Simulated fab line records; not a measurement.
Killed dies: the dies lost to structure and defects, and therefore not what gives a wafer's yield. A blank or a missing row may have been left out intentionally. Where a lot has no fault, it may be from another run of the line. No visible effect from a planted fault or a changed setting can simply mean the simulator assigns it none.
Which tool was responsible? :: flow sky130 :: 14 lots, 42 wafers sampled, at 6 steps of a route of 708

## WHAT THE GAUGES READ, wafer by wafer
SKY_VT_ADJUST_HVTP_CD_MEAS_07 targets a cd of 380 nm.
lot: L784
measured: day 6 01:44
on: cd-sem-02
cd-nm (nm): 387.1 386.1 384.9

lot: L785
measured: day 6 05:49
on: cd-sem-01
cd-nm (nm): 381.4 378.3 380.7

lot: L786
measured: day 6 11:38
on: cd-sem-02
cd-nm (nm): 378.1 376.7 378.1

lot: L788
measured: day 7 13:20
on: cd-sem-02
cd-nm (nm): 378.3 378.7 379.9

lot: L790
measured: day 7 19:56
on: cd-sem-01
cd-nm (nm): 378.0 375.4 377.8

lot: L791
measured: day 8 02:13
on: cd-sem-02
cd-nm (nm): 380.1 380.9 379.0

lot: L792
measured: day 8 08:11
on: cd-sem-01
cd-nm (nm): 383.0 383.8 382.4

lot: L795
measured: day 8 21:27
on: cd-sem-01
cd-nm (nm): 381.5 380.0 381.9

lot: L798
measured: day 9 23:56
on: cd-sem-01
cd-nm (nm): 378.6 377.6 382.2

lot: L800
measured: day 10 10:50
on: cd-sem-02
cd-nm (nm): 376.8 376.4 377.0

lot: L801
measured: day 10 19:25
on: cd-sem-01
cd-nm (nm): 377.8 376.7 378.0

lot: L802
measured: day 11 00:47
on: cd-sem-01
cd-nm (nm): 376.2 374.4 372.6

lot: L804
measured: day 11 14:40
on: cd-sem-01
cd-nm (nm): 375.2 377.4 376.2

lot: L807
measured: day 12 06:07
on: cd-sem-02
cd-nm (nm): 381.9 380.4 380.4

SKY_VT_ADJUST_HVTP_TW_MEAS_11.
lot: L784
measured: day 6 02:07
on: film-metro-03
VT_ADJUST_HVTP_TW: 1362 1365 1358

lot: L785
measured: day 6 06:12
on: film-metro-02
VT_ADJUST_HVTP_TW: 1339 1342 1340

lot: L786
measured: day 6 12:03
on: film-metro-02
VT_ADJUST_HVTP_TW: 1340 1346 1332

lot: L788
measured: day 7 13:45
on: film-metro-04
VT_ADJUST_HVTP_TW: 1373 1371 1365

lot: L790
measured: day 7 20:29
on: film-metro-02
VT_ADJUST_HVTP_TW: 1354 1357 1348

lot: L791
measured: day 8 02:37
on: film-metro-04
VT_ADJUST_HVTP_TW: 1365 1366 1369

lot: L792
measured: day 8 08:36
on: film-metro-03
VT_ADJUST_HVTP_TW: 1357 1353 1357

lot: L795
measured: day 8 21:50
on: film-metro-04
VT_ADJUST_HVTP_TW: 1368 1370 1364

lot: L798
measured: day 10 00:22
on: film-metro-02
VT_ADJUST_HVTP_TW: 1351 1348 1349

lot: L800
measured: day 10 11:14
on: film-metro-04
VT_ADJUST_HVTP_TW: 1372 1378 1365

lot: L801
measured: day 10 19:51
on: film-metro-03
VT_ADJUST_HVTP_TW: 1366 1366 1369

lot: L802
measured: day 11 01:12
on: film-metro-04
VT_ADJUST_HVTP_TW: 1369 1365 1365

lot: L804
measured: day 11 15:04
on: film-metro-03
VT_ADJUST_HVTP_TW: 1358 1352 1363

lot: L807
measured: day 12 06:29
on: film-metro-04
VT_ADJUST_HVTP_TW: 1368 1354 1362

SKY_VT_ADJUST_PCH_OVL_MEAS_07.
lot: L784
measured: day 10 12:48
on: overlay-01
VT_ADJUST_PCH_OVL (nm): 3.0 1.7 1.5

lot: L785
measured: day 10 16:43
on: overlay-01
VT_ADJUST_PCH_OVL (nm): 0.6 0.3 -0.9

lot: L786
measured: day 11 00:15
on: overlay-02
VT_ADJUST_PCH_OVL (nm): 1.0 2.5 0.7

lot: L788
measured: day 12 06:08
on: overlay-02
VT_ADJUST_PCH_OVL (nm): -0.9 -1.9 -3.1

lot: L790
measured: day 12 13:45
on: overlay-02
VT_ADJUST_PCH_OVL (nm): 1.4 1.7 2.7

lot: L791
measured: day 12 22:17
on: overlay-01
VT_ADJUST_PCH_OVL (nm): 0.4 1.1 1.6

lot: L792
measured: day 13 05:32
on: overlay-02
VT_ADJUST_PCH_OVL (nm): 0.3 -0.7 0.5

lot: L795
measured: day 13 21:43
on: overlay-01
VT_ADJUST_PCH_OVL (nm): 2.0 0.5 0.4

lot: L798
measured: day 15 03:03
on: overlay-02
VT_ADJUST_PCH_OVL (nm): - - -

lot: L800
measured: day 15 16:24
on: overlay-01
VT_ADJUST_PCH_OVL (nm): - - -

lot: L801
measured: day 16 01:51
on: overlay-01
VT_ADJUST_PCH_OVL (nm): -0.1 0.6 -0.5

lot: L802
measured: day 16 08:50
on: overlay-01
VT_ADJUST_PCH_OVL (nm): 1.7 -0.8 -0.5

lot: L804
measured: day 17 02:09
on: overlay-01
VT_ADJUST_PCH_OVL (nm): -0.6 2.7 3.4

lot: L807
measured: day 17 19:10
on: overlay-02
VT_ADJUST_PCH_OVL (nm): 2.4 1.2 2.1

SKY_VT_ADJUST_PCH_TW_MEAS_10.
lot: L784
measured: day 10 13:05
on: film-metro-02
VT_ADJUST_PCH_TW: 141.8 141.8 141.8

lot: L785
measured: day 10 17:01
on: film-metro-02
VT_ADJUST_PCH_TW: 141.5 141.3 140.8

lot: L786
measured: day 11 00:32
on: film-metro-02
VT_ADJUST_PCH_TW: 141.7 141.7 142.0

lot: L788
measured: day 12 06:26
on: film-metro-03
VT_ADJUST_PCH_TW: 144.2 144.2 143.1

lot: L790
measured: day 12 14:02
on: film-metro-02
VT_ADJUST_PCH_TW: 142.7 142.0 142.4

lot: L791
measured: day 12 22:35
on: film-metro-04
VT_ADJUST_PCH_TW: 143.6 143.2 142.6

lot: L792
measured: day 13 05:49
on: film-metro-02
VT_ADJUST_PCH_TW: 142.2 142.1 141.8

lot: L795
measured: day 13 22:00
on: film-metro-04
VT_ADJUST_PCH_TW: 143.2 143.3 143.2

lot: L798
measured: day 15 03:20
on: film-metro-04
VT_ADJUST_PCH_TW: 30.4 30.4 30.2

lot: L800
measured: day 15 16:41
on: film-metro-03
VT_ADJUST_PCH_TW: 30.2 30.1 30.0

lot: L801
measured: day 16 02:08
on: film-metro-04
VT_ADJUST_PCH_TW: 142.5 142.4 143.2

lot: L802
measured: day 16 09:08
on: film-metro-02
VT_ADJUST_PCH_TW: 142.3 142.0 141.6

lot: L804
measured: day 17 02:26
on: film-metro-04
VT_ADJUST_PCH_TW: 142.8 141.8 142.4

lot: L807
measured: day 17 19:28
on: film-metro-03
VT_ADJUST_PCH_TW: 144.1 143.8 144.0

## TOOL THAT RAN EACH LOT (tool first, then ch and the chambers of the sampled wafers, then the start)
lot: L784
SKY_NWELL_STRIP_25: plasma-asher-04 ch 0,1, day 5 06:58
SKY_VT_ADJUST_PCH_DEVELOP_06: litho-track-02 ch 0, day 10 12:00

lot: L785
SKY_NWELL_STRIP_25: plasma-asher-03 ch 0,1, day 5 10:31
SKY_VT_ADJUST_PCH_DEVELOP_06: litho-track-03 ch 0, day 10 16:00

lot: L786
SKY_NWELL_STRIP_25: plasma-asher-02 ch 0,1, day 5 16:44
SKY_VT_ADJUST_PCH_DEVELOP_06: litho-track-03 ch 0, day 11 00:00

lot: L788
SKY_NWELL_STRIP_25: plasma-asher-02 ch 0,1, day 6 17:32
SKY_VT_ADJUST_PCH_DEVELOP_06: litho-track-01 ch 0, day 12 05:00

lot: L790
SKY_NWELL_STRIP_25: plasma-asher-02 ch 0,1, day 6 23:11
SKY_VT_ADJUST_PCH_DEVELOP_06: litho-track-03 ch 0, day 12 13:00

lot: L791
SKY_NWELL_STRIP_25: plasma-asher-03 ch 1, day 7 04:50
SKY_VT_ADJUST_PCH_DEVELOP_06: litho-track-02 ch 0, day 12 22:00

lot: L792
SKY_NWELL_STRIP_25: plasma-asher-02 ch 0,1, day 7 11:38
SKY_VT_ADJUST_PCH_DEVELOP_06: litho-track-02 ch 0, day 13 05:00

lot: L795
SKY_NWELL_STRIP_25: plasma-asher-03 ch 0,1, day 8 00:10
SKY_VT_ADJUST_PCH_DEVELOP_06: litho-track-02 ch 0, day 13 21:00

lot: L798
SKY_NWELL_STRIP_25: plasma-asher-03 ch 0,1, day 9 00:52
SKY_VT_ADJUST_PCH_DEVELOP_06: litho-track-03 ch 0, day 15 02:00

lot: L800
SKY_NWELL_STRIP_25: plasma-asher-04 ch 0,1, day 9 11:50
SKY_VT_ADJUST_PCH_DEVELOP_06: litho-track-03 ch 0, day 15 16:00

lot: L801
SKY_NWELL_STRIP_25: plasma-asher-04 ch 0, day 9 19:53
SKY_VT_ADJUST_PCH_DEVELOP_06: litho-track-01 ch 0, day 16 01:00

lot: L802
SKY_NWELL_STRIP_25: plasma-asher-02 ch 0,1, day 10 01:38
SKY_VT_ADJUST_PCH_DEVELOP_06: litho-track-01 ch 0, day 16 08:00

lot: L804
SKY_NWELL_STRIP_25: plasma-asher-03 ch 0,1, day 10 14:29
SKY_VT_ADJUST_PCH_DEVELOP_06: litho-track-01 ch 0, day 17 02:00

lot: L807
SKY_NWELL_STRIP_25: plasma-asher-03 ch 0,1, day 11 06:04
SKY_VT_ADJUST_PCH_DEVELOP_06: litho-track-01 ch 0, day 17 19:00
- SKY_NWELL_STRIP_25: strips in O2/N2.
- SKY_VT_ADJUST_PCH_DEVELOP_06: develop time 60 s.

## WHAT THE TOOLS THEMSELVES READ (means of the sampled wafers that have a number; where no wafer has one, the mark that the record gives instead)
SKY_NWELL_STRIP_25.
lot: L784
tool: plasma-asher-04
drypump-motor-current-A (A): 5.4
oes-product-au (a.u.): 0.726
strip-time-to-endpoint-s (s): 37.18

lot: L785
tool: plasma-asher-03
drypump-motor-current-A (A): 5.0
oes-product-au (a.u.): 0.721
strip-time-to-endpoint-s (s): 37.01

lot: L786
tool: plasma-asher-02
drypump-motor-current-A (A): 6.0
oes-product-au (a.u.): 0.724
strip-time-to-endpoint-s (s): 37.14

lot: L788
tool: plasma-asher-02
drypump-motor-current-A (A): 6.1
oes-product-au (a.u.): 0.722
strip-time-to-endpoint-s (s): 37.13

lot: L790
tool: plasma-asher-02
drypump-motor-current-A (A): 6.0
oes-product-au (a.u.): 0.720
strip-time-to-endpoint-s (s): 36.80

lot: L791
tool: plasma-asher-03
drypump-motor-current-A (A): 5.5
oes-product-au (a.u.): 0.722
strip-time-to-endpoint-s (s): 36.92

lot: L792
tool: plasma-asher-02
drypump-motor-current-A (A): 6.1
oes-product-au (a.u.): 0.719
strip-time-to-endpoint-s (s): 36.97

lot: L795
tool: plasma-asher-03
drypump-motor-current-A (A): 5.0
oes-product-au (a.u.): 0.723
strip-time-to-endpoint-s (s): 36.92

lot: L798
tool: plasma-asher-03
drypump-motor-current-A (A): 5.3
oes-product-au (a.u.): 0.723
strip-time-to-endpoint-s (s): 36.98

lot: L800
tool: plasma-asher-04
drypump-motor-current-A (A): 5.4
oes-product-au (a.u.): 0.728
strip-time-to-endpoint-s (s): 37.08

lot: L801
tool: plasma-asher-04
drypump-motor-current-A (A): 5.3
oes-product-au (a.u.): 0.724
strip-time-to-endpoint-s (s): 37.01

lot: L802
tool: plasma-asher-02
drypump-motor-current-A (A): 6.1
oes-product-au (a.u.): 0.726
strip-time-to-endpoint-s (s): 36.94

lot: L804
tool: plasma-asher-03
drypump-motor-current-A (A): 5.0
oes-product-au (a.u.): 0.717
strip-time-to-endpoint-s (s): 37.03

lot: L807
tool: plasma-asher-03
drypump-motor-current-A (A): 5.3
oes-product-au (a.u.): 0.724
strip-time-to-endpoint-s (s): 36.98

## THE ANSWER, worked out from the rows above alone
Rule: usual is defined by the lots themselves. Put in order of their means at a reading, lots are off if they are a third of the lots or fewer, leave a main group of 4 or more, and stand apart from it by a gap of 3 or more times the standard deviation of the main group's means; of several such gaps the widest counts. A main group whose means are all the same, to the digits that the tables above print for the reading, isn't used. Also off: a lot with no number at a reading for which 4 or more lots have one. All remaining lots with rows at the step are treated as sound. After the gauges, taken in route order, come the tools' own readings; for these a lot's mean is taken, as printed above. The first step at which some lot is off is used, and at that step the reading that is off furthest; a lot without a number counts as furthest.
Off: at SKY_VT_ADJUST_PCH_OVL_MEAS_07 (VT_ADJUST_PCH_OVL), L798, L800. Without a number there: L798, L800. Main group: mean 0.8 nm, sd 1.1.
A tool fits if, at a process step before that reading, it ran every lot that is off, and no sound lot after the first of them. The gauges at SKY_VT_ADJUST_PCH_OVL_MEAS_07 aren't tried: what is off there is off at SKY_VT_ADJUST_PCH_TW_MEAS_10 too, on other tools, and a gauge's error can't cause that. One candidate fits, namely litho-track-03 at SKY_VT_ADJUST_PCH_DEVELOP_06. Its last sound lot is L790 (day 12 13:00), its first lot that is off L798 (day 15 02:00): a fault that began between those two fits.

## WHAT HAD BEEN PUT IN BY THE SIMULATOR
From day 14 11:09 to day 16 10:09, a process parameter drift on litho-track-03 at SKY_VT_ADJUST_PCH_DEVELOP_06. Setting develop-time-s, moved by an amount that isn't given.
Shown lots that were struck: L798, L800. Same finding as the rule above.
